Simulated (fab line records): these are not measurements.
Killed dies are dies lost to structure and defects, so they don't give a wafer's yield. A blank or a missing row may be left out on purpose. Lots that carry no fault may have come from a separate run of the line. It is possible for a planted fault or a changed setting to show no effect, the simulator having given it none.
fab line records || flow sky130
record: {"lots": 14, "wafers": 42, "last_day": 50}
route steps=708 shown GATE_OXIDE@201 POLY_GATE@227 LDD_N@244
lots untouched by any fault: they come from a run of this same line in which no faults occurred
start_h: hours from the record's first day to the start of the lot's first wafer shown || wait_h: time in hours since the lot's previous step || " as in the row above || L1.1+2: a row that stands for several wafers || - either no value or no given start || * or withheld: withheld || < > ~ a bound
route shown NAME@n: NAME is a module with steps in the file, n the number in the route of the first one || usual: mean/standard deviation of fault-free wafers || same: alike in all rows || chamber/n: place in a boat || sites: readings site by site || _std_site: standard deviation of those values || _edge_site: inner sites' mean taken away from outer sites' mean || radius_mm: for every site, how far away it sits from the centre of the wafer || mask NAME#n: copy n || behind: tool/chamber where the wafer was last shaped || hold: what put the lot on hold/how long, in hours/how the hold closed || device: which transistor (n, p or np) failed to switch || end of line: the tests these same wafers got at the end of their route || a step given without rows: its recipe and nothing more || killed: dies lost to structure and defects at the first sort, not the wafer's yield || map: dies across one wafer; x = killed, . = not, _ = none there
set.NAME: the setting as run; set.NAME@STEP: as run at that earlier step || model.NAME: the simulator's own value behind a step, which no gauge read
route steps across a sampled set of lots; one table per step, one row per wafer
services: a tool's chamber out of use, with start hour (start_h, from the record's first day; less than 0 if before it), hours out, and reason
== steps ==
step: SKY_GATE_OXIDE_TW_MEAS_14
usual: {"GATE_OXIDE_TW": "224.6/1.9"}
{"lot.wafer": "L349.2", "tool": "film_metro-01", "chamber": "-", "start_h": 335.48, "wait_h": 0.1, "GATE_OXIDE_TW": 224.7}
{"lot.wafer": "L349.3", "tool": "film_metro-01", "chamber": "-", "start_h": 335.48, "wait_h": 0.1, "GATE_OXIDE_TW": 223.5}
{"lot.wafer": "L349.5", "tool": "film_metro-01", "chamber": "-", "start_h": 335.48, "wait_h": 0.1, "GATE_OXIDE_TW": 223.7}
{"lot.wafer": "L350.4", "tool": "film_metro-02", "chamber": "-", "start_h": 347.27, "wait_h": 0.1, "GATE_OXIDE_TW": 226.2}
{"lot.wafer": "L350.5", "tool": "film_metro-02", "chamber": "-", "start_h": 347.27, "wait_h": 0.1, "GATE_OXIDE_TW": 226.5}
{"lot.wafer": "L350.6", "tool": "film_metro-02", "chamber": "-", "start_h": 347.27, "wait_h": 0.1, "GATE_OXIDE_TW": 226.0}
{"lot.wafer": "L351.1", "tool": "film_metro-04", "chamber": "-", "start_h": 357.94, "wait_h": 0.1, "GATE_OXIDE_TW": 226.6}
{"lot.wafer": "L351.2", "tool": "film_metro-04", "chamber": "-", "start_h": 357.94, "wait_h": 0.1, "GATE_OXIDE_TW": 226.2}
{"lot.wafer": "L351.5", "tool": "film_metro-04", "chamber": "-", "start_h": 357.94, "wait_h": 0.1, "GATE_OXIDE_TW": 226.2}
{"lot.wafer": "L354.3", "tool": "film_metro-04", "chamber": "-", "start_h": 383.46, "wait_h": 0.1, "GATE_OXIDE_TW": 224.9}
{"lot.wafer": "L354.4", "tool": "film_metro-04", "chamber": "-", "start_h": 383.46, "wait_h": 0.1, "GATE_OXIDE_TW": 224.4}
{"lot.wafer": "L354.6", "tool": "film_metro-04", "chamber": "-", "start_h": 383.46, "wait_h": 0.1, "GATE_OXIDE_TW": 223.5}
{"lot.wafer": "L356.2", "tool": "film_metro-02", "chamber": "-", "start_h": 398.15, "wait_h": 0.1, "GATE_OXIDE_TW": 225.5}
{"lot.wafer": "L356.3", "tool": "film_metro-02", "chamber": "-", "start_h": 398.15, "wait_h": 0.1, "GATE_OXIDE_TW": 226.7}
{"lot.wafer": "L356.4", "tool": "film_metro-02", "chamber": "-", "start_h": 398.15, "wait_h": 0.1, "GATE_OXIDE_TW": 226.2}
{"lot.wafer": "L357.1", "tool": "film_metro-02", "chamber": "-", "start_h": 412.20, "wait_h": 0.1, "GATE_OXIDE_TW": 224.2}
{"lot.wafer": "L357.4", "tool": "film_metro-02", "chamber": "-", "start_h": 412.20, "wait_h": 0.1, "GATE_OXIDE_TW": 225.6}
{"lot.wafer": "L357.6", "tool": "film_metro-02", "chamber": "-", "start_h": 412.20, "wait_h": 0.1, "GATE_OXIDE_TW": 225.7}
{"lot.wafer": "L360.2", "tool": "film_metro-02", "chamber": "-", "start_h": 424.50, "wait_h": 0.1, "GATE_OXIDE_TW": 224.5}
{"lot.wafer": "L360.4", "tool": "film_metro-02", "chamber": "-", "start_h": 424.50, "wait_h": 0.1, "GATE_OXIDE_TW": 224.9}
{"lot.wafer": "L360.5", "tool": "film_metro-02", "chamber": "-", "start_h": 424.50, "wait_h": 0.1, "GATE_OXIDE_TW": 225.0}
{"lot.wafer": "L359.2", "tool": "film_metro-04", "chamber": "-", "start_h": 424.70, "wait_h": 0.1, "GATE_OXIDE_TW": 221.7}
{"lot.wafer": "L359.3", "tool": "film_metro-04", "chamber": "-", "start_h": 424.70, "wait_h": 0.1, "GATE_OXIDE_TW": 222.7}
{"lot.wafer": "L359.4", "tool": "film_metro-04", "chamber": "-", "start_h": 424.70, "wait_h": 0.1, "GATE_OXIDE_TW": 222.4}
{"lot.wafer": "L361.2", "tool": "film_metro-02", "chamber": "-", "start_h": 436.30, "wait_h": 0.1, "GATE_OXIDE_TW": 227.8}
{"lot.wafer": "L361.5", "tool": "film_metro-02", "chamber": "-", "start_h": 436.30, "wait_h": 0.1, "GATE_OXIDE_TW": 227.7}
{"lot.wafer": "L361.6", "tool": "film_metro-02", "chamber": "-", "start_h": 436.30, "wait_h": 0.1, "GATE_OXIDE_TW": 226.7}
{"lot.wafer": "L362.1", "tool": "film_metro-02", "chamber": "-", "start_h": 436.59, "wait_h": 0.1, "GATE_OXIDE_TW": 227.4}
{"lot.wafer": "L362.2", "tool": "film_metro-02", "chamber": "-", "start_h": 436.59, "wait_h": 0.1, "GATE_OXIDE_TW": 229.3}
{"lot.wafer": "L362.6", "tool": "film_metro-02", "chamber": "-", "start_h": 436.59, "wait_h": 0.1, "GATE_OXIDE_TW": 226.7}
{"lot.wafer": "L363.2", "tool": "film_metro-04", "chamber": "-", "start_h": 446.05, "wait_h": 0.1, "GATE_OXIDE_TW": 219.6}
{"lot.wafer": "L363.4", "tool": "film_metro-04", "chamber": "-", "start_h": 446.05, "wait_h": 0.1, "GATE_OXIDE_TW": 220.3}
{"lot.wafer": "L363.5", "tool": "film_metro-04", "chamber": "-", "start_h": 446.05, "wait_h": 0.1, "GATE_OXIDE_TW": 220.6}
{"lot.wafer": "L364.1", "tool": "film_metro-02", "chamber": "-", "start_h": 458.44, "wait_h": 0.1, "GATE_OXIDE_TW": 226.2}
{"lot.wafer": "L364.2", "tool": "film_metro-02", "chamber": "-", "start_h": 458.44, "wait_h": 0.1, "GATE_OXIDE_TW": 225.0}
{"lot.wafer": "L364.4", "tool": "film_metro-02", "chamber": "-", "start_h": 458.44, "wait_h": 0.1, "GATE_OXIDE_TW": 223.2}
{"lot.wafer": "L366.3", "tool": "film_metro-02", "chamber": "-", "start_h": 475.71, "wait_h": 0.1, "GATE_OXIDE_TW": 225.1}
{"lot.wafer": "L366.4", "tool": "film_metro-02", "chamber": "-", "start_h": 475.71, "wait_h": 0.1, "GATE_OXIDE_TW": 225.4}
{"lot.wafer": "L366.5", "tool": "film_metro-02", "chamber": "-", "start_h": 475.71, "wait_h": 0.1, "GATE_OXIDE_TW": 222.9}
{"lot.wafer": "L369.1", "tool": "film_metro-02", "chamber": "-", "start_h": 512.20, "wait_h": 0.1, "GATE_OXIDE_TW": 224.2}
{"lot.wafer": "L369.5", "tool": "film_metro-02", "chamber": "-", "start_h": 512.20, "wait_h": 0.1, "GATE_OXIDE_TW": 225.0}
{"lot.wafer": "L369.6", "tool": "film_metro-02", "chamber": "-", "start_h": 512.20, "wait_h": 0.1, "GATE_OXIDE_TW": 224.8}
step: SKY_POLY_GATE_CD_MEAS_13
recipe: {"target_cd_nm": 150}
usual: {"cd_nm": "150.1/1.3"}
{"lot.wafer": "L349.2", "tool": "cd_sem-01", "chamber": "-", "start_h": 407.30, "wait_h": "-", "cd_nm": 148.8}
{"lot.wafer": "L349.3", "tool": "cd_sem-01", "chamber": "-", "start_h": 407.30, "wait_h": "-", "cd_nm": 150.0}
{"lot.wafer": "L349.5", "tool": "cd_sem-01", "chamber": "-", "start_h": 407.30, "wait_h": "-", "cd_nm": 147.8}
{"lot.wafer": "L350.4", "tool": "cd_sem-02", "chamber": "-", "start_h": 414.57, "wait_h": "-", "cd_nm": 151.7}
{"lot.wafer": "L350.5", "tool": "cd_sem-02", "chamber": "-", "start_h": 414.57, "wait_h": "-", "cd_nm": 151.7}
{"lot.wafer": "L350.6", "tool": "cd_sem-02", "chamber": "-", "start_h": 414.57, "wait_h": "-", "cd_nm": 151.9}
{"lot.wafer": "L351.1", "tool": "cd_sem-02", "chamber": "-", "start_h": 421.96, "wait_h": "-", "cd_nm": 148.4}
{"lot.wafer": "L351.2", "tool": "cd_sem-02", "chamber": "-", "start_h": 421.96, "wait_h": "-", "cd_nm": 149.1}
{"lot.wafer": "L351.5", "tool": "cd_sem-02", "chamber": "-", "start_h": 421.96, "wait_h": "-", "cd_nm": 148.8}
{"lot.wafer": "L354.3", "tool": "cd_sem-01", "chamber": "-", "start_h": 446.42, "wait_h": "-", "cd_nm": 149.7}
{"lot.wafer": "L354.4", "tool": "cd_sem-01", "chamber": "-", "start_h": 446.42, "wait_h": "-", "cd_nm": 150.2}
{"lot.wafer": "L354.6", "tool": "cd_sem-01", "chamber": "-", "start_h": 446.42, "wait_h": "-", "cd_nm": 149.5}
{"lot.wafer": "L356.2", "tool": "cd_sem-01", "chamber": "-", "start_h": 476.23, "wait_h": "-", "cd_nm": 149.7}
{"lot.wafer": "L356.3", "tool": "cd_sem-01", "chamber": "-", "start_h": 476.23, "wait_h": "-", "cd_nm": 149.7}
{"lot.wafer": "L356.4", "tool": "cd_sem-01", "chamber": "-", "start_h": 476.23, "wait_h": "-", "cd_nm": 149.2}
{"lot.wafer": "L357.1", "tool": "cd_sem-01", "chamber": "-", "start_h": 479.51, "wait_h": "-", "cd_nm": 148.4}
{"lot.wafer": "L357.4", "tool": "cd_sem-01", "chamber": "-", "start_h": 479.51, "wait_h": "-", "cd_nm": 148.9}
{"lot.wafer": "L357.6", "tool": "cd_sem-01", "chamber": "-", "start_h": 479.51, "wait_h": "-", "cd_nm": 150.6}
{"lot.wafer": "L360.2", "tool": "cd_sem-02", "chamber": "-", "start_h": 489.60, "wait_h": "-", "cd_nm": 148.3}
{"lot.wafer": "L360.4", "tool": "cd_sem-02", "chamber": "-", "start_h": 489.60, "wait_h": "-", "cd_nm": 149.9}
{"lot.wafer": "L360.5", "tool": "cd_sem-02", "chamber": "-", "start_h": 489.60, "wait_h": "-", "cd_nm": 149.4}
{"lot.wafer": "L359.2", "tool": "cd_sem-01", "chamber": "-", "start_h": 492.40, "wait_h": "-", "cd_nm": 149.2}
{"lot.wafer": "L359.3", "tool": "cd_sem-01", "chamber": "-", "start_h": 492.40, "wait_h": "-", "cd_nm": 149.8}
{"lot.wafer": "L359.4", "tool": "cd_sem-01", "chamber": "-", "start_h": 492.40, "wait_h": "-", "cd_nm": 150.5}
{"lot.wafer": "L361.2", "tool": "cd_sem-02", "chamber": "-", "start_h": 501.53, "wait_h": "-", "cd_nm": 149.3}
{"lot.wafer": "L361.5", "tool": "cd_sem-02", "chamber": "-", "start_h": 501.53, "wait_h": "-", "cd_nm": 149.7}
{"lot.wafer": "L361.6", "tool": "cd_sem-02", "chamber": "-", "start_h": 501.53, "wait_h": "-", "cd_nm": 150.4}
{"lot.wafer": "L362.1", "tool": "cd_sem-02", "chamber": "-", "start_h": 503.11, "wait_h": "-", "cd_nm": 150.4}
{"lot.wafer": "L362.2", "tool": "cd_sem-02", "chamber": "-", "start_h": 503.11, "wait_h": "-", "cd_nm": 150.8}
{"lot.wafer": "L362.6", "tool": "cd_sem-02", "chamber": "-", "start_h": 503.11, "wait_h": "-", "cd_nm": 150.4}
{"lot.wafer": "L363.2", "tool": "cd_sem-02", "chamber": "-", "start_h": 514.88, "wait_h": "-", "cd_nm": 150.7}
{"lot.wafer": "L363.4", "tool": "cd_sem-02", "chamber": "-", "start_h": 514.88, "wait_h": "-", "cd_nm": 150.4}
{"lot.wafer": "L363.5", "tool": "cd_sem-02", "chamber": "-", "start_h": 514.88, "wait_h": "-", "cd_nm": 150.9}
{"lot.wafer": "L364.1", "tool": "cd_sem-01", "chamber": "-", "start_h": 524.00, "wait_h": "-", "cd_nm": 151.7}
{"lot.wafer": "L364.2", "tool": "cd_sem-01", "chamber": "-", "start_h": 524.00, "wait_h": "-", "cd_nm": 151.4}
{"lot.wafer": "L364.4", "tool": "cd_sem-01", "chamber": "-", "start_h": 524.00, "wait_h": "-", "cd_nm": 151.0}
{"lot.wafer": "L366.3", "tool": "cd_sem-01", "chamber": "-", "start_h": 540.49, "wait_h": "-", "cd_nm": 149.6}
{"lot.wafer": "L366.4", "tool": "cd_sem-01", "chamber": "-", "start_h": 540.49, "wait_h": "-", "cd_nm": 150.6}
{"lot.wafer": "L366.5", "tool": "cd_sem-01", "chamber": "-", "start_h": 540.49, "wait_h": "-", "cd_nm": 150.4}
{"lot.wafer": "L369.1", "tool": "cd_sem-01", "chamber": "-", "start_h": 576.90, "wait_h": "-", "cd_nm": 150.8}
{"lot.wafer": "L369.5", "tool": "cd_sem-01", "chamber": "-", "start_h": 576.90, "wait_h": "-", "cd_nm": 151.2}
{"lot.wafer": "L369.6", "tool": "cd_sem-01", "chamber": "-", "start_h": 576.90, "wait_h": "-", "cd_nm": 150.9}
step: SKY_LDD_N_OVL_MEAS_07
usual: {"LDD_N_OVL": "-1.6/1.6"}
{"lot.wafer": "L349.2", "tool": "overlay-01", "chamber": "-", "start_h": 439.96, "wait_h": 0.1, "LDD_N_OVL[nm]": 0.2}
{"lot.wafer": "L349.3", "tool": "overlay-01", "chamber": "-", "start_h": 439.96, "wait_h": 0.1, "LDD_N_OVL[nm]": 0.1}
{"lot.wafer": "L349.5", "tool": "overlay-01", "chamber": "-", "start_h": 439.96, "wait_h": 0.1, "LDD_N_OVL[nm]": -0.4}
{"lot.wafer": "L350.4", "tool": "overlay-02", "chamber": "-", "start_h": 446.70, "wait_h": 0.1, "LDD_N_OVL[nm]": -2.3}
{"lot.wafer": "L350.5", "tool": "overlay-02", "chamber": "-", "start_h": 446.70, "wait_h": 0.1, "LDD_N_OVL[nm]": -1.6}
{"lot.wafer": "L350.6", "tool": "overlay-02", "chamber": "-", "start_h": 446.70, "wait_h": 0.1, "LDD_N_OVL[nm]": -2.8}
{"lot.wafer": "L351.1", "tool": "overlay-02", "chamber": "-", "start_h": 453.28, "wait_h": 0.1, "LDD_N_OVL[nm]": -3.0}
{"lot.wafer": "L351.2", "tool": "overlay-02", "chamber": "-", "start_h": 453.28, "wait_h": 0.1, "LDD_N_OVL[nm]": -2.2}
{"lot.wafer": "L351.5", "tool": "overlay-02", "chamber": "-", "start_h": 453.28, "wait_h": 0.1, "LDD_N_OVL[nm]": -1.5}
{"lot.wafer": "L354.3", "tool": "overlay-02", "chamber": "-", "start_h": 480.43, "wait_h": 0.1, "LDD_N_OVL[nm]": -0.6}
{"lot.wafer": "L354.4", "tool": "overlay-02", "chamber": "-", "start_h": 480.43, "wait_h": 0.1, "LDD_N_OVL[nm]": -2.5}
{"lot.wafer": "L354.6", "tool": "overlay-02", "chamber": "-", "start_h": 480.43, "wait_h": 0.1, "LDD_N_OVL[nm]": -2.5}
{"lot.wafer": "L356.2", "tool": "overlay-02", "chamber": "-", "start_h": 509.14, "wait_h": 0.1, "LDD_N_OVL[nm]": -0.4}
{"lot.wafer": "L356.3", "tool": "overlay-02", "chamber": "-", "start_h": 509.14, "wait_h": 0.1, "LDD_N_OVL[nm]": 0.9}
{"lot.wafer": "L356.4", "tool": "overlay-02", "chamber": "-", "start_h": 509.14, "wait_h": 0.1, "LDD_N_OVL[nm]": 0.4}
{"lot.wafer": "L357.1", "tool": "overlay-02", "chamber": "-", "start_h": 513.96, "wait_h": 0.1, "LDD_N_OVL[nm]": -1.8}
{"lot.wafer": "L357.4", "tool": "overlay-02", "chamber": "-", "start_h": 513.96, "wait_h": 0.1, "LDD_N_OVL[nm]": -2.2}
{"lot.wafer": "L357.6", "tool": "overlay-02", "chamber": "-", "start_h": 513.96, "wait_h": 0.1, "LDD_N_OVL[nm]": -1.0}
{"lot.wafer": "L360.2", "tool": "overlay-01", "chamber": "-", "start_h": 521.44, "wait_h": 0.1, "LDD_N_OVL[nm]": 2.3}
{"lot.wafer": "L360.4", "tool": "overlay-01", "chamber": "-", "start_h": 521.44, "wait_h": 0.1, "LDD_N_OVL[nm]": 0.9}
{"lot.wafer": "L360.5", "tool": "overlay-01", "chamber": "-", "start_h": 521.44, "wait_h": 0.1, "LDD_N_OVL[nm]": 1.1}
{"lot.wafer": "L359.2", "tool": "overlay-01", "chamber": "-", "start_h": 524.86, "wait_h": 0.1, "LDD_N_OVL[nm]": -2.1}
{"lot.wafer": "L359.3", "tool": "overlay-01", "chamber": "-", "start_h": 524.86, "wait_h": 0.1, "LDD_N_OVL[nm]": -2.3}
{"lot.wafer": "L359.4", "tool": "overlay-01", "chamber": "-", "start_h": 524.86, "wait_h": 0.1, "LDD_N_OVL[nm]": -1.8}
{"lot.wafer": "L361.2", "tool": "overlay-01", "chamber": "-", "start_h": 533.24, "wait_h": 0.1, "LDD_N_OVL[nm]": -3.5}
{"lot.wafer": "L361.5", "tool": "overlay-01", "chamber": "-", "start_h": 533.24, "wait_h": 0.1, "LDD_N_OVL[nm]": -2.3}
{"lot.wafer": "L361.6", "tool": "overlay-01", "chamber": "-", "start_h": 533.24, "wait_h": 0.1, "LDD_N_OVL[nm]": -3.1}
{"lot.wafer": "L362.1", "tool": "overlay-01", "chamber": "-", "start_h": 534.98, "wait_h": 0.1, "LDD_N_OVL[nm]": -1.7}
{"lot.wafer": "L362.2", "tool": "overlay-01", "chamber": "-", "start_h": 534.98, "wait_h": 0.1, "LDD_N_OVL[nm]": -3.2}
{"lot.wafer": "L362.6", "tool": "overlay-01", "chamber": "-", "start_h": 534.98, "wait_h": 0.1, "LDD_N_OVL[nm]": -0.9}
{"lot.wafer": "L363.2", "tool": "overlay-01", "chamber": "-", "start_h": 548.87, "wait_h": 0.1, "LDD_N_OVL[nm]": 0.1}
{"lot.wafer": "L363.4", "tool": "overlay-01", "chamber": "-", "start_h": 548.87, "wait_h": 0.1, "LDD_N_OVL[nm]": -0.5}
{"lot.wafer": "L363.5", "tool": "overlay-01", "chamber": "-", "start_h": 548.87, "wait_h": 0.1, "LDD_N_OVL[nm]": -1.0}
{"lot.wafer": "L364.1", "tool": "overlay-01", "chamber": "-", "start_h": 555.33, "wait_h": 0.1, "LDD_N_OVL[nm]": -1.3}
{"lot.wafer": "L364.2", "tool": "overlay-01", "chamber": "-", "start_h": 555.33, "wait_h": 0.1, "LDD_N_OVL[nm]": -2.0}
{"lot.wafer": "L364.4", "tool": "overlay-01", "chamber": "-", "start_h": 555.33, "wait_h": 0.1, "LDD_N_OVL[nm]": -0.8}
{"lot.wafer": "L366.3", "tool": "overlay-01", "chamber": "-", "start_h": 570.52, "wait_h": 0.1, "LDD_N_OVL[nm]": -3.7}
{"lot.wafer": "L366.4", "tool": "overlay-01", "chamber": "-", "start_h": 570.52, "wait_h": 0.1, "LDD_N_OVL[nm]": -3.4}
{"lot.wafer": "L366.5", "tool": "overlay-01", "chamber": "-", "start_h": 570.52, "wait_h": 0.1, "LDD_N_OVL[nm]": -3.9}
{"lot.wafer": "L369.1", "tool": "overlay-02", "chamber": "-", "start_h": 608.40, "wait_h": 0.1, "LDD_N_OVL[nm]": 1.5}
{"lot.wafer": "L369.5", "tool": "overlay-02", "chamber": "-", "start_h": 608.40, "wait_h": 0.1, "LDD_N_OVL[nm]": 0.4}
{"lot.wafer": "L369.6", "tool": "overlay-02", "chamber": "-", "start_h": 608.40, "wait_h": 0.1, "LDD_N_OVL[nm]": 0.0}
step: SKY_LDD_N_IMPLANT_13
recipe: {"species": "BF2", "energy_kev": 50, "dose_cm2": 5e+12, "tilt_deg": 30, "rotation_deg": 90}
usual: {"beam_energy_keV": "50.001/0.017", "beam_on_s": "10.00/0.21"}
{"lot.wafer": "L349.2", "tool": "implanter-04", "chamber": 0, "start_h": 440.77, "wait_h": 0.1, "beam_energy_keV": 50.045, "beam_on_s": 9.85}
{"lot.wafer": "L349.3", "tool": "implanter-04", "chamber": 0, "start_h": 440.77, "wait_h": 0.1, "beam_energy_keV": 50.039, "beam_on_s": 10.39}
{"lot.wafer": "L349.5", "tool": "implanter-04", "chamber": 0, "start_h": 440.77, "wait_h": 0.1, "beam_energy_keV": 50.020, "beam_on_s": 10.13}
{"lot.wafer": "L350.4", "tool": "implanter-01", "chamber": 0, "start_h": 447.62, "wait_h": 0.1, "beam_energy_keV": 49.998, "beam_on_s": 9.65}
{"lot.wafer": "L350.5", "tool": "implanter-01", "chamber": 0, "start_h": 447.62, "wait_h": 0.1, "beam_energy_keV": 50.033, "beam_on_s": 10.28}
{"lot.wafer": "L350.6", "tool": "implanter-01", "chamber": 0, "start_h": 447.62, "wait_h": 0.1, "beam_energy_keV": 49.998, "beam_on_s": 9.84}
{"lot.wafer": "L351.1", "tool": "implanter-03", "chamber": 0, "start_h": 454.07, "wait_h": 0.1, "beam_energy_keV": 49.993, "beam_on_s": 9.92}
{"lot.wafer": "L351.2", "tool": "implanter-03", "chamber": 0, "start_h": 454.07, "wait_h": 0.1, "beam_energy_keV": 49.982, "beam_on_s": 9.98}
{"lot.wafer": "L351.5", "tool": "implanter-03", "chamber": 0, "start_h": 454.07, "wait_h": 0.1, "beam_energy_keV": 49.991, "beam_on_s": 9.95}
{"lot.wafer": "L354.3", "tool": "implanter-04", "chamber": 0, "start_h": 481.25, "wait_h": 0.1, "beam_energy_keV": 50.011, "beam_on_s": 9.78}
{"lot.wafer": "L354.4", "tool": "implanter-04", "chamber": 0, "start_h": 481.25, "wait_h": 0.1, "beam_energy_keV": 50.033, "beam_on_s": 10.22}
{"lot.wafer": "L354.6", "tool": "implanter-04", "chamber": 0, "start_h": 481.25, "wait_h": 0.1, "beam_energy_keV": 49.992, "beam_on_s": 10.54}
{"lot.wafer": "L356.2", "tool": "implanter-04", "chamber": 0, "start_h": 509.94, "wait_h": 0.1, "beam_energy_keV": 49.994, "beam_on_s": 9.87}
{"lot.wafer": "L356.3", "tool": "implanter-04", "chamber": 0, "start_h": 509.94, "wait_h": 0.1, "beam_energy_keV": 50.010, "beam_on_s": 9.90}
{"lot.wafer": "L356.4", "tool": "implanter-04", "chamber": 0, "start_h": 509.94, "wait_h": 0.1, "beam_energy_keV": 50.004, "beam_on_s": 10.03}
{"lot.wafer": "L357.1", "tool": "implanter-04", "chamber": 0, "start_h": 514.75, "wait_h": 0.1, "beam_energy_keV": 50.001, "beam_on_s": 9.96}
{"lot.wafer": "L357.4", "tool": "implanter-04", "chamber": 0, "start_h": 514.75, "wait_h": 0.1, "beam_energy_keV": 49.963, "beam_on_s": 9.88}
{"lot.wafer": "L357.6", "tool": "implanter-04", "chamber": 0, "start_h": 514.75, "wait_h": 0.1, "beam_energy_keV": 49.981, "beam_on_s": 9.76}
{"lot.wafer": "L360.2", "tool": "implanter-01", "chamber": "-", "start_h": 522.24, "wait_h": 0.1, "beam_energy_keV": "-", "beam_on_s": "-"}
{"lot.wafer": "L360.4", "tool": "implanter-01", "chamber": "-", "start_h": 522.24, "wait_h": 0.1, "beam_energy_keV": "-", "beam_on_s": "-"}
{"lot.wafer": "L360.5", "tool": "implanter-01", "chamber": "-", "start_h": 522.24, "wait_h": 0.1, "beam_energy_keV": "-", "beam_on_s": "-"}
{"lot.wafer": "L359.2", "tool": "implanter-01", "chamber": "-", "start_h": 525.67, "wait_h": 0.1, "beam_energy_keV": "-", "beam_on_s": "-"}
{"lot.wafer": "L359.3", "tool": "implanter-01", "chamber": "-", "start_h": 525.67, "wait_h": 0.1, "beam_energy_keV": "-", "beam_on_s": "-"}
{"lot.wafer": "L359.4", "tool": "implanter-01", "chamber": "-", "start_h": 525.67, "wait_h": 0.1, "beam_energy_keV": "-", "beam_on_s": "-"}
{"lot.wafer": "L361.2", "tool": "implanter-03", "chamber": 0, "start_h": 534.04, "wait_h": 0.1, "beam_energy_keV": 50.000, "beam_on_s": 9.86}
{"lot.wafer": "L361.5", "tool": "implanter-03", "chamber": 0, "start_h": 534.04, "wait_h": 0.1, "beam_energy_keV": 50.028, "beam_on_s": 9.49}
{"lot.wafer": "L361.6", "tool": "implanter-03", "chamber": 0, "start_h": 534.04, "wait_h": 0.1, "beam_energy_keV": 50.021, "beam_on_s": 9.79}
{"lot.wafer": "L362.1", "tool": "implanter-04", "chamber": 0, "start_h": 535.77, "wait_h": 0.1, "beam_energy_keV": 50.008, "beam_on_s": 10.33}
{"lot.wafer": "L362.2", "tool": "implanter-04", "chamber": 0, "start_h": 535.77, "wait_h": 0.1, "beam_energy_keV": 50.004, "beam_on_s": 10.09}
{"lot.wafer": "L362.6", "tool": "implanter-04", "chamber": 0, "start_h": 535.77, "wait_h": 0.1, "beam_energy_keV": 50.006, "beam_on_s": 9.95}
{"lot.wafer": "L363.2", "tool": "implanter-03", "chamber": 0, "start_h": 549.67, "wait_h": 0.1, "beam_energy_keV": 50.007, "beam_on_s": 9.92}
{"lot.wafer": "L363.4", "tool": "implanter-03", "chamber": 0, "start_h": 549.67, "wait_h": 0.1, "beam_energy_keV": 49.993, "beam_on_s": 9.92}
{"lot.wafer": "L363.5", "tool": "implanter-03", "chamber": 0, "start_h": 549.67, "wait_h": 0.1, "beam_energy_keV": 49.999, "beam_on_s": 10.11}
{"lot.wafer": "L364.1", "tool": "implanter-01", "chamber": 0, "start_h": 556.12, "wait_h": 0.1, "beam_energy_keV": 50.003, "beam_on_s": 9.82}
{"lot.wafer": "L364.2", "tool": "implanter-01", "chamber": 0, "start_h": 556.12, "wait_h": 0.1, "beam_energy_keV": 49.998, "beam_on_s": 10.06}
{"lot.wafer": "L364.4", "tool": "implanter-01", "chamber": 0, "start_h": 556.12, "wait_h": 0.1, "beam_energy_keV": 50.022, "beam_on_s": 10.00}
{"lot.wafer": "L366.3", "tool": "implanter-03", "chamber": 0, "start_h": 571.79, "wait_h": 0.1, "beam_energy_keV": 50.013, "beam_on_s": 10.13}
{"lot.wafer": "L366.4", "tool": "implanter-03", "chamber": 0, "start_h": 571.79, "wait_h": 0.1, "beam_energy_keV": 50.010, "beam_on_s": 10.50}
{"lot.wafer": "L366.5", "tool": "implanter-03", "chamber": 0, "start_h": 571.79, "wait_h": 0.1, "beam_energy_keV": 50.019, "beam_on_s": 9.76}
{"lot.wafer": "L369.1", "tool": "implanter-04", "chamber": 0, "start_h": 609.19, "wait_h": 0.1, "beam_energy_keV": 49.990, "beam_on_s": 9.95}
{"lot.wafer": "L369.5", "tool": "implanter-04", "chamber": 0, "start_h": 609.19, "wait_h": 0.1, "beam_energy_keV": 49.980, "beam_on_s": 10.29}
{"lot.wafer": "L369.6", "tool": "implanter-04", "chamber": 0, "start_h": 609.19, "wait_h": 0.1, "beam_energy_keV": 50.029, "beam_on_s": 10.08}
== services ==
{"tool": "implanter-04", "chamber": "-", "start_h": 451.58, "hours": 1.4, "kind": "repair"}
{"tool": "implanter-01", "chamber": "-", "start_h": 526.52, "hours": 0.7, "kind": "repair"}
{"tool": "implanter-03", "chamber": "-", "start_h": 534.47, "hours": 3.8, "kind": "pm"}
{"tool": "implanter-01", "chamber": "-", "start_h": 561.96, "hours": 22.0, "kind": "pm"}
{"tool": "implanter-04", "chamber": "-", "start_h": 567.32, "hours": 5.9, "kind": "pm"}
{"tool": "implanter-04", "chamber": "-", "start_h": 584.45, "hours": 1.7, "kind": "repair"}
== key ==
first_sign: {"step": "SKY_LDD_N_IMPLANT_13", "reading": "tool_record", "direction": "missing"}
effect none on later readings
met_at SKY_LDD_N_IMPLANT_13
struck_lots L359,L360
later_rows_left_out L359.2,L359.3,L359.4,L360.2,L360.4,L360.5
sort_left_out L359.2,L359.3,L359.4,L360.2,L360.4,L360.5
tester_left_out L359,L360
not_acting_at SKY_GATE_OXIDE_TW_MEAS_14,SKY_POLY_GATE_CD_MEAS_13,SKY_LDD_N_OVL_MEAS_07
onset_between 447.62 522.24
fault: {"kind": "skipped_step_whole", "tool": "implanter-01", "chamber": "-", "onset_h": 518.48, "steps": "SKY_LDD_N_IMPLANT_13", "scope": "struck_lots_only"}
tester_left_out: of these lots the tester's yield and bins aren't shown, on N5 and GAA mostly nor the transistor test; their killed dies are dies lost to structure and defects alone, not to doping, threshold or leakage, so they don't give the yield
sort_left_out: the simulated sort isn't trusted on such a fault, so these wafers' sort isn't shown, and their yield isn't known
later_rows_left_out: the simulator's readings of these wafers behind a module that went badly wrong aren't trusted and aren't shown, but for the sort
